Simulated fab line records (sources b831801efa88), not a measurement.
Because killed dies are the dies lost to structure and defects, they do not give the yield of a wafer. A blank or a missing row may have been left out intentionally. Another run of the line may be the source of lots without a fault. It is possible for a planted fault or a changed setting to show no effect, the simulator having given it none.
fab line records    flow sky130
record: lots: 6  wafers: 18  last_day: 50
route steps=708 shown CONTACT@424 METAL1@434 PAD_OPEN@708
lots that met no fault: from a run of the same line without faults
start_h: hours from the record's opening day to when the first of the lot's shown wafers began    wait_h: time in hours since the lot's previous step    " identical to the entry in the row above    L1.1+2: several wafers, shown together as one row    - no value, or no start given    * or withheld: withheld    < > ~ a bound
route shown NAME@n: NAME is a module with steps in the file, n the number in the route of the first one    usual: mean and standard deviation over wafers with no fault    same: alike in all rows    chamber/n: place in a boat    sites: readings site by site    _std_site: the values' standard deviation    _edge_site: mean of outer sites minus mean of inner sites    radius_mm: how far each site lies from the wafer's centre    mask NAME#n: copy n    behind: the tool/chamber that last shaped the wafer    hold: cause of the lot's hold/its duration in hours/its outcome    device: whichever transistor did not switch (one of n, p or np)    end of line: the route-end tests of the same wafers    step lacking rows: just its recipe    killed: dies that structure and defects cost at the first sort, which is not the same as the wafer's yield    map: a wafer's dies, marking killed ones x, the rest . and places with no die _
set.NAME: the run value of the setting; set.NAME@STEP: its run value at that earlier step    model.NAME: the simulator's own value behind a step, which no gauge read
certain route steps with their lots: each step a table, each wafer a row
services: when a tool's chamber went out of use (start_h, in hours from the record's first day, below 0 if earlier), for how many hours, and the reason
== steps ==
step: SKY_CONTACT_ETCH_18
recipe: target: Si3N4  chemistry: CHF3/O2  stop_on: TiN  source_w: 600  bias_w: 200  pressure_mtorr: 40  chf3_flow_sccm: 50  O2_flow_sccm: 5  time_s: 39  target_depth_a: 750
usual: drypump_motor_current_A: 5.6/0.48  oes_product_au: 0.854/0.0082  throttle_valve_pct: 8.793/0.0085
lot.wafer  tool         chamber  start_h  wait_h  drypump_motor_current_A  oes_product_au  rf_hours_counter_h  throttle_valve_pct
L904.1     rie_diel-03  3        -        -       5.5                      0.851           12                  8.806
L904.3     "            0        "        "       6.6                      0.847           20                  8.779
L904.6     "            2        "        "       5.1                      0.868           -                   8.807
L907.2     rie_diel-01  0        -        -       5.5                      0.862           3                   8.788
L907.4     "            3        "        "       6.2                      0.864           -                   8.792
L907.5     "            0        "        "       5.5                      0.851           -                   8.796
L909.1     rie_diel-03  0        -        -       6.6                      0.844           21                  8.794
L909.3     "            2        "        "       5.1                      0.848           6                   8.793
L909.4     "            3        "        "       5.5                      0.850           13                  8.787
L924.1     rie_diel-02  2        -        -       6.2                      0.862           9                   8.798
L924.3     "            1        "        "       5.3                      0.838           6                   8.792
L924.4     "            0        "        "       5.0                      0.862           8                   8.799
L923.2     rie_diel-01  0        -        -       5.5                      0.842           7                   8.785
L923.3     "            1        "        "       5.0                      0.836           4                   8.786
L923.6     "            0        "        "       5.5                      0.854           -                   8.812
L926.1     rie_diel-01  1        -        -       5.0                      0.854           4                   8.785
L926.4     "            2        "        "       5.5                      0.865           11                  8.799
L926.6     "            3        "        "       6.2                      0.851           -                   8.793
step: SKY_CONTACT_STRIP_19
recipe: chemistry: O2/N2  power_w: 1400  pressure_mtorr: 1500  platen_temp_c: withheld  o2_flow_sccm: 3000  n2_flow_sccm: 300  overash_fraction: 0.5
usual: drypump_motor_current_A: 5.5/0.35  n2_flow_sccm: 299.8/2  oes_product_au: 0.381/0.0046  strip_time_to_endpoint_s: 3.63/0.037
lot.wafer  tool             chamber  start_h  wait_h  drypump_motor_current_A  n2_flow_sccm  oes_product_au  rf_hours_counter_h  strip_time_to_endpoint_s
L904.1     plasma_asher-01  1        725.36   -       5.0                      300.0         0.380           29                  3.61
L904.3     "                0        "        "       5.7                      301.1         0.383           -                   3.64
L904.6     "                1        "        "       5.0                      300.2         0.385           -                   3.63
L907.2     plasma_asher-02  0        771.06   -       5.7                      299.6         0.374           3                   3.59
L907.4     "                1        "        "       5.8                      299.7         0.384           -                   3.67
L907.5     "                1        "        "       5.8                      300.7         0.371           -                   3.57
L909.1     plasma_asher-01  0        782.17   -       5.7                      299.9         0.380           34                  3.57
L909.3     "                1        "        "       5.0                      299.4         0.383           -                   3.59
L909.4     "                0        "        "       5.7                      300.3         0.380           -                   3.60
L924.1     plasma_asher-01  0        901.80   -       5.7                      300.2         0.380           46                  3.62
L924.3     "                1        "        "       5.0                      299.8         0.371           -                   3.55
L924.4     "                0        "        "       5.7                      299.4         0.383           -                   3.60
L923.2     plasma_asher-02  1        904.69   -       5.8                      300.0         0.380           17                  3.62
L923.3     "                0        "        "       5.7                      299.8         0.384           -                   3.70
L923.6     "                1        "        "       5.8                      300.9         0.380           -                   3.60
L926.1     plasma_asher-01  1        908.84   -       5.0                      300.1         0.382           47                  3.68
L926.4     "                1        "        "       5.0                      299.9         0.385           -                   3.59
L926.6     "                0        "        "       5.7                      299.9         0.381           -                   3.64
step: SKY_CONTACT_STRIP_20
recipe: chemistry: post_etch_residue_remover  time_s: 1200  temp_c: 72.5
step: SKY_CONTACT_CLEAN_21
recipe: chemistry: IPA  time_s: 180  temp_c: 25
step: SKY_CONTACT_CLEAN_22
recipe: chemistry: O3/DIW  dry: n2_spin
step: SKY_CONTACT_SPUTTER_23
recipe: material: TiN  target_thk_nm: 20  chamber_pressure_pa: 5  power_w: 4000  time_s: 80
step: SKY_CONTACT_CVD_24
recipe: material: W  target_thk_nm: 340  time_s: 102.12  temp_c: 400  pressure_torr: 40
step: SKY_CONTACT_RS_MEAS_25
recipe: thk_meas_gauge: four-point-probe  reads: W_of_CONTACT_CVD_24+TiN_of_CONTACT_SPUTTER_23
usual: CONTACT_W_RS: 0.339/0.0036
lot.wafer  tool           chamber  start_h  wait_h  CONTACT_W_RS[ohm/sq]
L904.1     film_metro-03  -        726.12   0.1     0.342
L904.3     "              -        "        "       0.340
L904.6     "              -        "        "       0.342
L907.2     film_metro-03  -        771.87   0.1     0.338
L907.4     "              -        "        "       0.341
L907.5     "              -        "        "       0.336
L909.1     film_metro-03  -        782.94   0.1     0.329
L909.3     "              -        "        "       0.333
L909.4     "              -        "        "       0.337
L924.1     film_metro-03  -        902.56   0.1     0.341
L924.3     "              -        "        "       0.341
L924.4     "              -        "        "       0.335
L923.2     film_metro-03  -        905.48   0.1     0.341
L923.3     "              -        "        "       0.341
L923.6     "              -        "        "       0.339
L926.1     film_metro-03  -        909.62   0.1     0.341
L926.4     "              -        "        "       0.336
L926.6     "              -        "        "       0.341
step: SKY_CONTACT_THK_MEAS_26
recipe: thk_meas_gauge: xrf  reads: W_of_CONTACT_CVD_24
usual: CONTACT_W_THK: 331/4.1
lot.wafer  tool           chamber  start_h  wait_h  CONTACT_W_THK[nm]
L904.1     film_metro-03  -        726.24   0.1     334
L904.3     "              -        "        "       335
L904.6     "              -        "        "       333
L907.2     film_metro-03  -        771.98   0.1     331
L907.4     "              -        "        "       328
L907.5     "              -        "        "       334
L909.1     film_metro-03  -        783.06   0.1     340
L909.3     "              -        "        "       334
L909.4     "              -        "        "       332
L924.1     film_metro-03  -        902.68   0.1     329
L924.3     "              -        "        "       330
L924.4     "              -        "        "       338
L923.2     film_metro-03  -        905.59   0.1     330
L923.3     "              -        "        "       332
L923.6     "              -        "        "       333
L926.1     film_metro-03  -        909.74   0.1     331
L926.4     "              -        "        "       335
L926.6     "              -        "        "       330
step: SKY_CONTACT_CMP_27
recipe: stop_on: SiO2  t_overpolish_s: 15  down_force_psi: 3.5  platen_rpm: 60  target_thk_nm: 0  pad_velocity_m_s: 0.94248
usual: edge_zone_pressure_frac: 1.000/0.0051  motor_current_A: 11.3/1.5  overpolish_run_s: 15.001/0.0089  time_to_endpoint_s: 83/4.3
lot.wafer  tool    chamber  start_h  wait_h  edge_zone_pressure_frac  motor_current_A  overpolish_run_s  time_to_endpoint_s
L904.3     cmp-02  0        726.40   0.1     1.001                    9.5              14.995            91
L904.1     "       1        "        "       1.004                    9.0              14.990            86
L904.6     "       3        "        "       0.994                    14.1             14.983            85
L907.4     cmp-02  1        772.03   0.0     1.002                    8.5              14.993            90
L907.2     "       2        "        "       1.014                    10.9             14.999            84
L907.5     "       2        "        "       1.000                    11.8             15.003            86
L909.1     cmp-01  1        783.17   0.1     0.993                    10.5             15.013            88
L909.3     "       2        "        "       1.001                    10.7             14.992            82
L909.4     "       3        "        "       1.007                    11.5             15.012            78
L924.1     cmp-02  1        902.83   0.1     0.994                    8.9              15.011            84
L924.4     "       2        "        "       1.003                    11.4             14.987            79
L924.3     "       0        "        "       0.995                    9.2              15.008            87
L923.2     cmp-02  3        905.64   0.0     0.997                    14.3             14.991            83
L923.3     "       0        "        "       1.000                    10.0             15.010            89
L923.6     "       3        "        "       0.997                    13.4             14.976            89
L926.1     cmp-01  1        909.85   0.1     0.994                    11.2             14.997            80
L926.4     "       2        "        "       0.999                    10.2             14.996            78
L926.6     "       1        "        "       0.994                    11.0             15.003            78
step: SKY_METAL1_SPUTTER_00
recipe: material: Ti  target_thk_nm: 15  power_w: 3000  time_s: 10  chamber_pressure_pa: 0.4
usual: cathode_dc_power_W: 3000.1/0.58  throttle_valve_pct: 30.0/1.2
lot.wafer  tool            chamber  start_h  wait_h  cathode_dc_power_W  throttle_valve_pct
L904.1     pvd_sputter-02  -        726.60   0.1     3000.8              28.5
L904.3     "               -        "        "       2999.7              30.6
L904.6     "               -        "        "       3000.3              30.5
L907.2     pvd_sputter-03  -        772.33   0.2     2999.4              27.4
L907.4     "               -        "        "       3000.8              30.3
L907.5     "               -        "        "       3000.4              29.5
L909.1     pvd_sputter-01  -        783.42   0.2     3000.8              31.1
L909.3     "               -        "        "       2999.3              31.0
L909.4     "               -        "        "       2999.4              29.7
L924.1     pvd_sputter-01  -        903.13   0.2     2998.8              30.9
L924.3     "               -        "        "       3000.1              29.1
L924.4     "               -        "        "       3000.9              30.8
L923.2     pvd_sputter-01  -        905.94   0.2     3000.9              30.9
L923.3     "               -        "        "       2999.3              31.0
L923.6     "               -        "        "       3000.0              31.0
L926.1     pvd_sputter-02  -        910.10   0.2     3000.7              32.0
L926.4     "               -        "        "       2999.7              30.3
L926.6     "               -        "        "       2999.1              32.1
step: SKY_METAL1_SPUTTER_01
recipe: material: TiN  target_thk_nm: 20  power_w: 6500  time_s: 16.7  chamber_pressure_pa: 0.4
step: SKY_METAL1_SPUTTER_02
recipe: material: AlCu  target_thk_nm: 250  power_w: 10600  time_s: 13.3  chamber_pressure_pa: 0.4
usual: cathode_dc_power_W: 10600/1.8  throttle_valve_pct: 30.0/1.2
lot.wafer  tool            chamber  start_h  wait_h  cathode_dc_power_W  throttle_valve_pct  model.AlCu_of_METAL1_SPUTTER_02.thk_nm
L904.1     pvd_sputter-02  -        726.65   0.0     10602               28.3                251.4
L904.3     "               -        "        "       10595               30.6                250.6
L904.6     "               -        "        "       10599               30.7                246.5
L907.2     pvd_sputter-03  -        772.38   0.0     10602               27.7                251.4
L907.4     "               -        "        "       10599               30.4                248.3
L907.5     "               -        "        "       10599               30.0                252.7
L909.1     pvd_sputter-01  -        783.46   0.0     10602               30.8                242
L909.3     "               -        "        "       10601               30.9                242.6
L909.4     "               -        "        "       10598               29.7                244.3
L924.1     pvd_sputter-01  -        903.17   0.0     9844.4              31.0                232.5
L924.3     "               -        "        "       10599               29.2                253
L924.4     "               -        "        "       10602               30.7                249.5
L923.2     pvd_sputter-01  -        905.99   0.0     9845.9              30.8                232.7
L923.3     "               -        "        "       10600               30.9                250.4
L923.6     "               -        "        "       10598               31.0                248.9
L926.1     pvd_sputter-02  -        910.15   0.0     10600               32.2                245.2
L926.4     "               -        "        "       10602               30.3                248.6
L926.6     "               -        "        "       10601               32.1                245.2
step: SKY_METAL1_SPUTTER_03
recipe: material: Ti  target_thk_nm: 5  power_w: 3000  time_s: 3.3  chamber_pressure_pa: 0.4
usual: cathode_dc_power_W: 3000.0/0.54  throttle_valve_pct: 30.0/1.2
lot.wafer  tool            chamber  start_h  wait_h  cathode_dc_power_W  throttle_valve_pct
L904.1     pvd_sputter-02  -        726.67   0.0     3000.9              28.2
L904.3     "               -        "        "       2999.5              30.4
L904.6     "               -        "        "       2999.6              30.5
L907.2     pvd_sputter-03  -        772.40   0.0     3000.0              27.4
L907.4     "               -        "        "       3000.5              30.0
L907.5     "               -        "        "       3000.1              29.9
L909.1     pvd_sputter-01  -        783.49   0.0     2999.6              30.9
L909.3     "               -        "        "       2999.4              31.2
L909.4     "               -        "        "       2999.6              29.5
L924.1     pvd_sputter-01  -        903.20   0.0     2999.4              31.0
L924.3     "               -        "        "       3000.2              29.4
L924.4     "               -        "        "       3001.3              31.2
L923.2     pvd_sputter-01  -        906.01   0.0     3000.5              30.7
L923.3     "               -        "        "       3000.3              30.9
L923.6     "               -        "        "       3001.4              30.9
L926.1     pvd_sputter-02  -        910.17   0.0     3000.1              32.1
L926.4     "               -        "        "       2999.8              30.3
L926.6     "               -        "        "       2999.4              31.8
step: SKY_METAL1_SPUTTER_04
recipe: material: TiN  target_thk_nm: 70  power_w: 6500  time_s: 58.3  chamber_pressure_pa: 0.4
step: SKY_METAL1_RS_MEAS_05
recipe: thk_meas_gauge: four-point-probe  reads: TiN_of_METAL1_SPUTTER_04+Ti_of_METAL1_SPUTTER_03+AlCu_of_METAL1_SPUTTER_02+TiN_of_METAL1_SPUTTER_01+Ti_of_METAL1_SPUTTER_00
usual: METAL1_ALCU_RS: 0.1266/0.0021
lot.wafer  tool           chamber  start_h  wait_h  METAL1_ALCU_RS[ohm/sq]
L904.1     film_metro-03  -        726.74   0.0     0.1260
L904.3     "              -        "        "       0.1266
L904.6     "              -        "        "       0.1286
L907.2     film_metro-03  -        772.49   0.0     0.1261
L907.4     "              -        "        "       0.1279
L907.5     "              -        "        "       0.1256
L909.1     film_metro-02  -        783.63   0.1     0.1311
L909.3     "              -        "        "       0.1306
L909.4     "              -        "        "       0.1298
L924.1     film_metro-03  -        903.27   0.0     0.1367
L924.3     "              -        "        "       0.1252
L924.4     "              -        "        "       0.1273
L923.2     film_metro-03  -        906.10   0.0     0.1365
L923.3     "              -        "        "       0.1267
L923.6     "              -        "        "       0.1275
L926.1     film_metro-04  -        910.24   0.0     0.1290
L926.4     "              -        "        "       0.1273
L926.6     "              -        "        "       0.1292
step: SKY_METAL1_THK_MEAS_06
recipe: thk_meas_gauge: xrf  reads: AlCu_of_METAL1_SPUTTER_02
usual: METAL1_ALCU_THK: 251/4.4
lot.wafer  tool           chamber  start_h  wait_h  METAL1_ALCU_THK[nm]
L904.1     film_metro-03  -        726.86   0.1     250
L904.3     "              -        "        "       249
L904.6     "              -        "        "       244
L907.2     film_metro-03  -        772.60   0.1     251
L907.4     "              -        "        "       248
L907.5     "              -        "        "       252
L909.1     film_metro-02  -        783.75   0.1     245
L909.3     "              -        "        "       244
L909.4     "              -        "        "       247
L924.1     film_metro-03  -        903.39   0.1     232
L924.3     "              -        "        "       254
L924.4     "              -        "        "       250
L923.2     film_metro-03  -        906.21   0.1     233
L923.3     "              -        "        "       251
L923.6     "              -        "        "       249
L926.1     film_metro-04  -        910.36   0.1     242
L926.4     "              -        "        "       248
L926.6     "              -        "        "       243
step: SKY_METAL1_DEHYDRATE_07
recipe: temp_c: 200  time_s: 60
step: SKY_PAD_OPEN_PROBE_99
usual: defect_limited_yield: 82.5/1.9  killed_at_M0_to_M3: 43/6.6  killed_at_M4_up: 3.0/1.8  killed_at_contacts: 24/5.1  killed_at_front_end: 16/4.5  killed_at_other: 0.3/0.67  killed_dies: 86/9.3  killed_open: 47/6.9  killed_short: 39/6.6  sort_bin_3_pad_short: 0.9/0.41  sort_bin_5_function: 10.4/1.4  sort_bin_6_memory: 6.2/1.1  sort_n_pass: 406/9.3  sort_yield_pct: 82.5/1.9
same: gross_dies: 492  killed_at_back_side: 0  sort_bin_4_leakage[%]: 0  sort_bin_8_speed[%]: 0
lot.wafer  tool       chamber  start_h  wait_h  defect_limited_yield[%]  killed_at_M0_to_M3  killed_at_M4_up  killed_at_contacts  killed_at_front_end  killed_at_other  killed_dies  killed_open  killed_short  sort_bin_3_pad_short[%]  sort_bin_5_function[%]  sort_bin_6_memory[%]  sort_n_pass  sort_yield_pct[%]  model.etest.met1.line_ohm_um  model.etest.met1.rs_ohm_sq
L904.1     prober-02  -        1064.98  0.1     84.6                     38                  1                28                  9                    0                76           39           35            0.2                      10.4                    4.9                   416          84.6               0.9205                        0.1267
L904.3     prober-02  -        1065.08  0.2     83.1                     39                  3                28                  13                   0                83           48           34            0.8                      10.2                    5.9                   409          83.1               0.9416                        0.128
L904.6     prober-02  -        1065.23  0.2     86.4                     39                  6                13                  9                    0                67           33           34            0.8                      9.8                     3.0                   425          86.4               0.9447                        0.1303
L907.2     prober-02  -        1103.67  0.1     85.0                     37                  5                24                  8                    0                74           40           34            0.4                      9.6                     5.1                   418          85.0               0.9582                        0.128
L907.4     prober-02  -        1103.77  0.2     81.1                     45                  4                20                  22                   2                93           51           40            1.6                      9.3                     7.9                   399          81.1               0.957                         0.1308
L907.5     prober-02  -        1103.82  0.2     82.5                     42                  4                20                  18                   2                86           52           29            1.2                      9.1                     7.1                   406          82.5               0.9262                        0.1256
L909.1     prober-02  -        1108.03  0.1     84.8                     43                  1                20                  11                   0                75           47           27            0.6                      9.3                     5.3                   417          84.8               0.9252                        0.1339
L909.3     prober-02  -        1108.13  0.2     82.3                     41                  4                26                  16                   0                87           45           42            1.2                      10.0                    6.5                   405          82.3               0.9171                        0.1321
L909.4     prober-02  -        1108.18  0.2     86.6                     32                  0                19                  15                   0                66           35           31            1.0                      6.9                     5.5                   426          86.6               0.9319                        0.1317
L924.1     prober-02  -        1192.43  0.1     85.2                     36                  5                18                  14                   0                73           40           33            0.6                      8.1                     6.1                   419          85.2               0.9631                        0.1398
L924.3     prober-02  -        1192.53  0.2     84.1                     32                  3                25                  17                   1                78           37           41            0.8                      9.6                     5.5                   414          84.1               0.9139                        0.1268
L924.4     prober-02  -        1192.58  0.2     80.3                     51                  3                25                  17                   1                97           54           43            0.6                      11.8                    7.3                   395          80.3               0.8944                        0.1285
L923.2     prober-02  -        1195.18  0.1     82.3                     43                  1                22                  21                   0                87           48           38            1.2                      10.0                    6.5                   405          82.3               0.9665                        0.1383
L923.3     prober-02  -        1195.23  0.2     83.9                     38                  3                17                  21                   0                79           39           40            1.0                      9.1                     5.9                   413          83.9               0.9214                        0.1297
L923.6     prober-02  -        1195.38  0.2     80.7                     57                  3                19                  16                   0                95           55           40            0.4                      13.2                    5.7                   397          80.7               0.9202                        0.1288
L926.1     prober-02  -        1197.90  0.1     79.5                     49                  2                32                  18                   0                101          59           42            0.8                      12.2                    7.5                   391          79.5               0.9632                        0.1307
L926.4     prober-02  -        1198.05  0.2     81.3                     45                  3                28                  16                   0                92           38           53            1.2                      12.2                    5.3                   400          81.3               0.9023                        0.1285
L926.6     prober-02  -        1198.15  0.2     85.6                     35                  0                19                  17                   0                71           45           26            1.0                      8.5                     4.9                   421          85.6               0.9586                        0.1314
killed by level:class
L904.1 CONTACT:geometric_particle:open=10 VIA3:geometric_particle:open=8 LI_CONTACT:geometric_particle:open=7 VIA1:geometric_particle:open=7 VIA1:geometric_particle:short=6 CONTACT:geometric_particle:short=6 METAL1:geometric_particle:short=4 VIA3:geometric_particle:short=4
L904.3 VIA3:geometric_particle:open=10 VIA1:geometric_particle:open=8 CONTACT:geometric_particle:open=7 VIA2:geometric_particle:open=7 LI_CONTACT:geometric_particle:open=6 LI_CONTACT:geometric_particle:short=6 FIELD_ISO:geometric_particle:open=5 CONTACT:geometric_particle:short=5
L904.6 VIA1:geometric_particle:open=10 VIA3:geometric_particle:open=6 CONTACT:geometric_particle:open=6 VIA2:geometric_particle:short=6 VIA3:geometric_particle:short=5 METAL4:geometric_particle:short=4 FIELD_ISO:geometric_particle:open=3 POLY_CUT:geometric_particle:short=3
L907.2 VIA1:geometric_particle:open=9 LOCAL_INTERCONNECT:geometric_particle:short=8 LI_CONTACT:geometric_particle:open=6 VIA2:geometric_particle:open=6 CONTACT:geometric_particle:open=5 METAL3:geometric_particle:short=5 VIA2:geometric_particle:short=4 VIA3:geometric_particle:open=4
L907.4 VIA1:geometric_particle:open=11 CONTACT:geometric_particle:open=9 METAL2:geometric_particle:short=9 POLY_GATE:geometric_particle:open=8 VIA2:geometric_particle:open=8 POLY_GATE:geometric_particle:short=7 FIELD_ISO:geometric_particle:open=5 CONTACT:geometric_particle:short=5
L907.5 CONTACT:geometric_particle:open=9 VIA1:geometric_particle:open=8 VIA2:geometric_particle:open=8 FIELD_ISO:geometric_particle:open=6 METAL1:geometric_particle:short=6 VIA3:geometric_particle:open=6 POLY_GATE:geometric_particle:short=5 POLY_GATE:geometric_particle:open=4
L909.1 CONTACT:geometric_particle:open=12 VIA3:geometric_particle:open=9 VIA2:geometric_particle:open=7 VIA1:geometric_particle:open=7 LOCAL_INTERCONNECT:geometric_particle:short=4 METAL2:geometric_particle:short=4 FIELD_ISO:geometric_particle:short=3 FIELD_ISO:geometric_particle:open=3
L909.3 VIA1:geometric_particle:open=9 CONTACT:geometric_particle:short=8 VIA2:geometric_particle:open=8 CONTACT:geometric_particle:open=7 METAL2:geometric_particle:short=7 LI_CONTACT:geometric_particle:open=6 METAL1:geometric_particle:short=6 VIA3:geometric_particle:open=5
L909.4 CONTACT:geometric_particle:open=9 VIA1:geometric_particle:open=8 METAL2:geometric_particle:short=5 FIELD_ISO:geometric_particle:short=4 POLY_GATE:geometric_particle:short=4 VIA3:geometric_particle:open=4 POLY_GATE:geometric_particle:open=3 LOCAL_INTERCONNECT:geometric_particle:short=3
L924.1 VIA3:geometric_particle:open=8 VIA1:geometric_particle:open=8 CONTACT:geometric_particle:open=7 METAL4:geometric_particle:short=5 VIA2:geometric_particle:short=5 FIELD_ISO:geometric_particle:open=4 LI_CONTACT:geometric_particle:open=4 FIELD_ISO:geometric_particle:short=3
L924.3 CONTACT:geometric_particle:open=8 FIELD_ISO:geometric_particle:short=7 FIELD_ISO:geometric_particle:open=6 LI_CONTACT:geometric_particle:open=6 VIA1:geometric_particle:open=6 CONTACT:geometric_particle:short=5 METAL2:geometric_particle:short=5 VIA1:geometric_particle:short=5
L924.4 VIA1:geometric_particle:open=16 VIA2:geometric_particle:open=8 LI_CONTACT:geometric_particle:open=7 CONTACT:geometric_particle:open=6 METAL1:geometric_particle:short=6 CONTACT:geometric_particle:short=5 POLY_GATE:geometric_particle:short=4 LI_CONTACT:geometric_particle:short=4
L923.2 CONTACT:geometric_particle:open=12 VIA1:geometric_particle:open=11 VIA2:geometric_particle:open=7 METAL2:geometric_particle:short=6 FIELD_ISO:geometric_particle:short=5 VIA3:geometric_particle:short=5 CONTACT:geometric_particle:short=4 VIA3:geometric_particle:open=4
L923.3 VIA1:geometric_particle:open=8 POLY_GATE:geometric_particle:open=6 LOCAL_INTERCONNECT:geometric_particle:short=6 METAL2:geometric_particle:short=6 FIELD_ISO:geometric_particle:short=5 POLY_GATE:geometric_particle:short=5 CONTACT:geometric_particle:open=5 VIA1:geometric_particle:short=5
L923.6 VIA1:geometric_particle:open=19 CONTACT:geometric_particle:open=10 VIA1:geometric_particle:short=9 FIELD_ISO:geometric_particle:short=6 METAL1:geometric_particle:short=6 VIA3:geometric_particle:open=6 POLY_GATE:geometric_particle:open=5 METAL2:geometric_particle:short=5
L926.1 VIA1:geometric_particle:open=16 LI_CONTACT:geometric_particle:open=12 CONTACT:geometric_particle:open=10 VIA2:geometric_particle:open=7 VIA1:geometric_particle:short=6 METAL1:geometric_particle:short=6 FIELD_ISO:geometric_particle:short=5 LOCAL_INTERCONNECT:geometric_particle:short=5
L926.4 METAL1:geometric_particle:short=12 CONTACT:geometric_particle:open=11 LI_CONTACT:geometric_particle:open=6 VIA2:geometric_particle:open=6 FIELD_ISO:geometric_particle:short=5 CONTACT:geometric_particle:short=5 VIA2:geometric_particle:short=5 FIELD_ISO:geometric_particle:open=4
L926.6 CONTACT:geometric_particle:open=7 POLY_GATE:geometric_particle:short=7 VIA1:geometric_particle:open=7 VIA2:geometric_particle:open=7 VIA3:geometric_particle:open=6 LI_CONTACT:geometric_particle:open=6 METAL2:geometric_particle:short=6 METAL1:geometric_particle:short=4
== services ==
tool             chamber  start_h  hours  kind
pvd_sputter-03   -        703.65   0.5    repair
pvd_sputter-03   -        712.58   5.7    repair
cmp-02           -        719.46   2.6    repair
pvd_sputter-01   -        725.88   4.9    repair
plasma_asher-02  -        733.75   9.0    pm
pvd_sputter-01   -        734.98   5.4    repair
cmp-01           -        738.47   2.0    repair
rie_diel-03      -        752.99   15.6   pm
cmp-01           -        753.95   0.7    repair
cmp-01           -        759.44   4.0    pm
plasma_asher-01  -        760.57   2.8    pm
cmp-01           -        768.78   6.8    pm
plasma_asher-01  -        788.99   1.2    repair
rie_diel-01      0        795.23   2.7    repair
plasma_asher-01  -        819.43   2.3    repair
pvd_sputter-03   -        821.30   1.0    repair
rie_diel-01      -        825.19   2.8    pm
cmp-02           -        843.07   4.3    repair
pvd_sputter-03   -        844.45   10.9   repair
cmp-02           -        861.57   3.0    pm
pvd_sputter-01   -        880.90   1.8    repair
pvd_sputter-01   -        893.30   2.2    repair
pvd_sputter-02   -        897.00   0.5    repair
rie_diel-01      3        899.82   6.1    repair
== key ==
first_sign: step: SKY_METAL1_SPUTTER_02  reading: cathode_dc_power_W  direction: down  sigmas: 99+  usual: 10600  struck: 9845.1
effect: step: SKY_METAL1_RS_MEAS_05  reading: METAL1_ALCU_RS  direction: up  sigmas: 4.8  usual: 0.1266  struck: 0.1366
effect: step: SKY_METAL1_THK_MEAS_06  reading: METAL1_ALCU_THK  direction: down  sigmas: 4.1  usual: 251  struck: 233
model_effect: step: SKY_METAL1_SPUTTER_02  value: AlCu_of_METAL1_SPUTTER_02.thk_nm  without: 250.4  struck: 232.6
model_effect: step: SKY_PAD_OPEN_PROBE_99  value: etest.met1.line_ohm_um  without: 0.8935  struck: 0.9648
met_at SKY_METAL1_SPUTTER_02
struck_wafers L923.2,L924.1
onset_between 783.46 903.17
fault: kind: process_parameter_drift  tool: pvd_sputter-01  chamber: -  onset_h: 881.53  steps: SKY_METAL1_SPUTTER_02  channel: power_w  offset: *  shape: step  end_h: 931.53  acts_in: *  stated: *  scope: struck_wafers_only
